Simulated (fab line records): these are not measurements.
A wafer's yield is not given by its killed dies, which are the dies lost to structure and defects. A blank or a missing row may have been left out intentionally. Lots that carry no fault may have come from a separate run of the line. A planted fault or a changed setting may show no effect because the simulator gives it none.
fab line records	flow gf180mcu
[record] lots = 7	wafers = 20	last-day = 34
route steps=602 shown M3@413
lots with no fault: from the same line, run without faults
start-h: the number of hours between the record's first day and the start of the first shown wafer of the lot	wait-h: time in hours since the lot's previous step	" the same as in the row above	L1.1+2: several wafers, shown together as one row	- no value, or no start was given	* or withheld: withheld	< > ~ a bound
route shown NAME@n: NAME is a module with steps in the file, n the number in the route of the first one	usual: mean and standard deviation over wafers with no fault	same: alike in all rows	chamber/n: place in a boat	sites: the reading at each site	_std_site: their standard deviation	_edge_site: inner sites' mean taken away from outer sites' mean	radius-mm: for every site, how far away it sits from the centre of the wafer	mask NAME#n: copy n	behind: the tool/chamber that last shaped the wafer	hold: what put the lot on hold/how long, in hours/how the hold closed	device: the transistor (n, p or np) that didn't switch	end of line: the same wafers' tests at the end of the route	a step with no rows: only its recipe	killed: the dies lost at the first sort to structure and to defects; this is not the yield of the wafer	map: dies across one wafer; x = killed, . = not, _ = none there
set.NAME: the setting the step ran with; set.NAME@STEP: the setting that earlier step ran with	model.NAME: the simulator's own value behind a step, which no gauge read
lots seen at some steps along the route; tables by step, rows by wafer
services: a tool's chamber out of use, with start hour (start-h, from the record's first day; less than 0 if before it), hours out, and reason
[[steps]]
[step GF_M3_SPUTTER_04]
[recipe] material = TiN	target-thk-nm = 50	power-w = 6500	time-s = 41.7	chamber-pressure-pa = 0.4
[usual] throttle-valve-pct = 30.2/0.71
lot.wafer	tool	chamber	start-h	wait-h	throttle-valve-pct
L620.2	pvd-sputter-02	-	474.55	0.0	31.4
L620.3	"	-	"	"	30.4
L620.4	"	-	"	"	30.6
L625.2	pvd-sputter-02	-	521.23	0.0	31.3
L625.5	"	-	"	"	30.9
L625.6	"	-	"	"	30.6
L627.3	pvd-sputter-04	-	536.92	0.0	29.0
L627.5	"	-	"	"	29.8
L629.2	pvd-sputter-03	-	549.93	0.0	29.1
L629.5	"	-	"	"	30.3
L629.6	"	-	"	"	29.2
L630.2	pvd-sputter-04	-	562.72	0.0	30.1
L630.3	"	-	"	"	30.5
L630.6	"	-	"	"	30.2
L636.2	pvd-sputter-02	-	607.79	0.0	30.6
L636.3	"	-	"	"	31.1
L636.4	"	-	"	"	30.4
L642.1	pvd-sputter-04	-	647.67	0.0	30.5
L642.2	"	-	"	"	29.1
L642.6	"	-	"	"	30.8
[step GF_M3_RS_MEAS_05]
[recipe] thk-meas-gauge = four-point-probe	reads = TiN_of_M3_SPUTTER_04+Ti_of_M3_SPUTTER_03+AlCu_of_M3_SPUTTER_02+TiN_of_M3_SPUTTER_01+Ti_of_M3_SPUTTER_00
[usual] M3_ALCU_RS = 0.0696/0.00078
lot.wafer	tool	chamber	start-h	wait-h	M3_ALCU_RS[ohm/sq]
L620.2	film-metro-01	-	474.61	0.0	0.0692
L620.3	"	-	"	"	0.0697
L620.4	"	-	"	"	0.0696
L625.2	film-metro-01	-	521.29	0.0	0.0710
L625.5	"	-	"	"	0.0704
L625.6	"	-	"	"	0.0710
L627.3	film-metro-01	-	537.00	0.1	0.0697
L627.5	"	-	"	"	0.0685
L629.2	film-metro-01	-	549.99	0.0	0.0696
L629.5	"	-	"	"	0.0701
L629.6	"	-	"	"	0.0702
L630.2	film-metro-02	-	562.78	0.0	0.0693
L630.3	"	-	"	"	0.0693
L630.6	"	-	"	"	0.0689
L636.2	film-metro-03	-	607.85	0.0	0.0702
L636.3	"	-	"	"	0.0698
L636.4	"	-	"	"	0.0700
L642.1	film-metro-01	-	647.71	0.0	0.0698
L642.2	"	-	"	"	0.0696
L642.6	"	-	"	"	0.0688
[step GF_M3_THK_MEAS_06]
[recipe] thk-meas-gauge = xrf	reads = AlCu_of_M3_SPUTTER_02
[usual] M3_ALCU_THK = 450/5.1
lot.wafer	tool	chamber	start-h	wait-h	M3_ALCU_THK[nm]
L620.2	film-metro-01	-	474.72	0.1	453
L620.3	"	-	"	"	448
L620.4	"	-	"	"	448
L625.2	film-metro-01	-	521.40	0.1	441
L625.5	"	-	"	"	443
L625.6	"	-	"	"	441
L627.3	film-metro-01	-	537.10	0.1	453
L627.5	"	-	"	"	461
L629.2	film-metro-01	-	550.10	0.1	453
L629.5	"	-	"	"	450
L629.6	"	-	"	"	452
L630.2	film-metro-02	-	562.89	0.1	449
L630.3	"	-	"	"	452
L630.6	"	-	"	"	451
L636.2	film-metro-03	-	607.96	0.1	450
L636.3	"	-	"	"	453
L636.4	"	-	"	"	452
L642.1	film-metro-01	-	647.83	0.1	445
L642.2	"	-	"	"	450
L642.6	"	-	"	"	453
[step GF_M3_DEHYDRATE_07]
[recipe] temp-c = 200	time-s = 60
[step GF_M3_HMDS_08]
[recipe] prime-time-s = 60	prime-temp-c = 120
[step GF_M3_COAT_09]
[recipe] resist = KrF	spin-rpm = withheld	resist-thk-nm = 1000
[step GF_M3_SOFTBAKE_10]
[recipe] temp-c = 130	time-s = 60	resist = KrF
[step GF_M3_EXPOSE_11]
[recipe] mask-id = Metal3	target-cd-nm = 280	na = 0.68	source-shape = conventional	sigma-outer = 0.6	dose-mj = 28
[step GF_M3_PEB_12]
[recipe] peb-temp-c = 135	peb-time-s = 90	resist = KrF
[step GF_M3_DEVELOP_13]
[recipe] develop-time-s = 60	dev-temp-c = 21
[step GF_M3_CD_MEAS_14]
[recipe] target-cd-nm = 280
[usual] cd-nm = 280.5/1.1
lot.wafer	tool	chamber	start-h	wait-h	cd-nm
L620.2	cd-sem-02	-	498.60	0.1	281.0
L620.3	"	-	"	"	279.8
L620.4	"	-	"	"	278.6
L625.2	cd-sem-01	-	543.80	0.1	278.1
L625.5	"	-	"	"	279.3
L625.6	"	-	"	"	279.4
L627.3	cd-sem-01	-	558.18	0.1	280.4
L627.5	"	-	"	"	281.6
L629.2	cd-sem-02	-	572.00	0.1	280.4
L629.5	"	-	"	"	281.3
L629.6	"	-	"	"	282.1
L630.2	cd-sem-02	-	584.05	0.1	280.3
L630.3	"	-	"	"	281.1
L630.6	"	-	"	"	280.3
L636.2	cd-sem-02	-	628.00	0.1	280.3
L636.3	"	-	"	"	281.3
L636.4	"	-	"	"	280.9
L642.1	cd-sem-01	-	666.64	0.1	281.5
L642.2	"	-	"	"	282.3
L642.6	"	-	"	"	279.8
[step GF_M3_OVL_MEAS_15]
[usual] M3_OVL = -4/6
lot.wafer	tool	chamber	start-h	wait-h	M3_OVL[nm]
L620.2	overlay-02	-	498.71	0.1	-1
L620.3	"	-	"	"	3
L620.4	"	-	"	"	-1
L625.2	overlay-02	-	543.91	0.1	-11
L625.5	"	-	"	"	-7
L625.6	"	-	"	"	0
L627.3	overlay-02	-	558.27	0.1	-5
L627.5	"	-	"	"	-2
L629.2	overlay-01	-	572.11	0.1	-4
L629.5	"	-	"	"	0
L629.6	"	-	"	"	-1
L630.2	overlay-02	-	584.16	0.1	5
L630.3	"	-	"	"	5
L630.6	"	-	"	"	6
L636.2	overlay-02	-	628.11	0.1	-10
L636.3	"	-	"	"	-7
L636.4	"	-	"	"	-7
L642.1	overlay-01	-	666.76	0.1	-2
L642.2	"	-	"	"	-5
L642.6	"	-	"	"	-7
[step GF_M3_METAL_ETCH_16]
[recipe] chemistry = Cl2/BCl3	mask-material = KrF	target-depth-nm = 750.8	stop-on = SiO2	pressure-mtorr = 8	icp-w = 800	bias-w = 140	Cl2_flow_sccm = 80	bcl3-flow-sccm = 40	time-s = 125.1
[usual] bias-w = 140.0/0.4	drypump-motor-current-A = 5.76/0.29	oes-product-au = 0.990/0.0079	throttle-valve-pct = 28.229/0.011
lot.wafer	tool	chamber	start-h	wait-h	bias-w	drypump-motor-current-A	oes-product-au	rf-hours-counter-h	throttle-valve-pct	model.KrF_of_M3_COAT_09.thk-nm
L620.2	rie-metal-02	1	498.74	0.0	140.2	6.09	0.988	11	28.228	686.9
L620.3	"	0	"	"	140.0	5.96	0.993	-	28.241	680.2
L620.4	"	1	"	"	140.0	6.11	0.981	-	28.228	688.1
L625.2	rie-metal-04	0	543.94	0.0	140.2	5.66	0.996	4	28.228	683.3
L625.5	"	0	"	"	139.8	5.67	0.988	-	28.209	688.3
L625.6	"	1	"	"	139.3	5.87	0.986	-	28.233	688.3
L627.3	rie-metal-02	0	558.38	0.1	139.8	5.96	0.995	-	28.230	671.3
L627.5	"	0	"	"	139.9	5.96	0.769	-	28.471	794.7
L629.2	rie-metal-02	0	572.18	0.1	139.3	5.98	0.993	-	28.235	679
L629.5	"	0	"	"	139.7	5.95	0.774	-	28.472	800.2
L629.6	"	0	"	"	139.0	5.96	0.769	-	28.479	801
L630.2	rie-metal-02	0	584.19	0.0	139.8	5.96	0.994	4	28.219	679.3
L630.3	"	0	"	"	140.2	5.97	0.995	-	28.228	681.2
L630.6	"	0	"	"	139.5	5.98	0.764	-	28.479	802
L636.2	rie-metal-01	0	628.18	0.1	140.3	5.22	0.967	-	28.230	691.8
L636.3	"	0	"	"	139.6	5.24	0.980	-	28.231	688.1
L636.4	"	0	"	"	139.4	5.26	0.980	-	28.241	691.3
L642.1	rie-metal-01	1	666.80	0.0	140.1	5.86	0.994	1	28.229	689.6
L642.2	"	0	"	"	139.3	5.27	0.977	15	28.235	691.6
L642.6	"	0	"	"	140.2	5.25	0.976	-	28.236	695.7
[step GF_M3_STRIP_17]
[recipe] chemistry = O2/N2	power-w = 1400	pressure-mtorr = 1500	platen-temp-c = 250	o2-flow-sccm = 3000	n2-flow-sccm = 300	overash-fraction = 0.5
[usual] drypump-motor-current-A = 5.6/0.3	heater-power-w = 333/38	oes-product-au = 0.538/0.0049	strip-time-to-endpoint-s = 7.39/0.062
[same] overash-fraction = 0.5
lot.wafer	tool	chamber	start-h	wait-h	drypump-motor-current-A	heater-power-w	oes-product-au	rf-hours-counter-h	strip-time-to-endpoint-s
L620.2	plasma-asher-04	1	498.87	0.1	5.4	263	0.529	38	7.41
L620.3	"	1	"	"	5.4	268	0.536	-	7.32
L620.4	"	0	"	"	5.9	321	0.546	-	7.40
L625.2	plasma-asher-02	0	544.07	0.1	6.0	376	0.529	81	7.37
L625.5	"	1	"	"	5.2	365	0.540	-	7.43
L625.6	"	0	"	"	6.0	355	0.536	-	7.40
L627.3	plasma-asher-02	1	558.59	0.2	5.2	356	0.539	-	7.27
L627.5	"	1	"	"	5.2	362	0.586	-	8.45
L629.2	plasma-asher-02	1	572.40	0.2	5.2	356	0.536	85	7.32
L629.5	"	1	"	"	5.2	366	0.578	-	8.51
L629.6	"	0	"	"	6.0	366	0.581	-	8.52
L630.2	plasma-asher-02	0	584.32	0.1	5.9	356	0.537	87	7.34
L630.3	"	1	"	"	5.2	358	0.533	-	7.35
L630.6	"	0	"	"	6.0	357	0.578	-	8.53
L636.2	plasma-asher-02	1	628.40	0.2	5.3	362	0.536	92	7.45
L636.3	"	1	"	"	5.2	357	0.538	-	7.40
L636.4	"	0	"	"	5.9	354	0.539	-	7.46
L642.1	plasma-asher-04	1	666.92	0.1	5.4	264	0.540	58	7.43
L642.2	"	0	"	"	5.9	317	0.545	58	7.46
L642.6	"	1	"	"	5.4	265	0.543	-	7.51
[step GF_M3_STRIP_18]
[recipe] chemistry = post-etch-residue-remover	time-s = 1200	temp-c = 72.5
[[services]]
tool	chamber	start-h	hours	kind
plasma-asher-02	-	464.60	1.2	repair
rie-metal-04	0	467.16	2.0	repair
plasma-asher-04	-	474.64	15.6	pm
pvd-sputter-04	0	489.10	-	consumable-replace:kit
pvd-sputter-04	0	489.10	18.0	scheduled-down
pvd-sputter-04	0	489.10	18.0	vent-cycle
pvd-sputter-02	-	499.35	2.1	repair
pvd-sputter-03	-	515.11	2.0	repair
pvd-sputter-02	-	543.45	4.4	repair
rie-metal-04	-	545.21	1.0	repair
pvd-sputter-04	-	548.52	0.6	repair
plasma-asher-02	-	552.52	3.0	repair
rie-metal-02	1	554.51	-	clean
rie-metal-02	1	554.51	19.2	scheduled-down
rie-metal-02	1	554.51	19.2	vent-cycle
rie-metal-01	-	577.41	14.6	pm
pvd-sputter-04	-	583.50	3.4	repair
pvd-sputter-02	3	590.44	-	consumable-replace:kit
pvd-sputter-02	3	590.44	18.0	scheduled-down
pvd-sputter-02	3	590.44	18.0	vent-cycle
plasma-asher-04	-	600.04	4.0	pm
rie-metal-02	0	600.13	4.5	repair
pvd-sputter-04	-	614.11	9.4	repair
pvd-sputter-03	-	643.75	4.7	repair
[[key]]
[first-sign] step = GF_M3_METAL_ETCH_16	reading = oes-product-au	direction = down	sigmas = 28	usual = 0.990	struck = 0.769
[effect] step = GF_M3_METAL_ETCH_16	reading = throttle-valve-pct	direction = up	sigmas = 22	usual = 28.229	struck = 28.475
[effect] step = GF_M3_STRIP_17	reading = strip-time-to-endpoint-s	direction = up	sigmas = 18	usual = *	struck = *
[model-effect] step = GF_M3_METAL_ETCH_16	value = KrF_of_M3_COAT_09.thk-nm	without = 677.4	struck = 799.5
met-at GF_M3_METAL_ETCH_16
struck-wafers L627.5,L629.5,L629.6,L630.6
later-rows-left-out L627.5,L629.5,L629.6,L630.6
sort-left-out L627.5,L629.5,L629.6,L630.6
onset-between 498.74 558.38
[fault] kind = process-parameter-drift	tool = rie-metal-02	chamber = -	onset-h = 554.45	steps = GF_M3_METAL_ETCH_16	channel = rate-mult	offset = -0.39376	shape = step	end-h = 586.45	scope = struck-wafers-only
// sort-left-out: the simulated sort isn't trusted on such a fault, so these wafers' sort isn't shown, and their yield isn't known
// later-rows-left-out: the simulator's readings of these wafers behind a module that went badly wrong aren't trusted and aren't shown, but for the sort
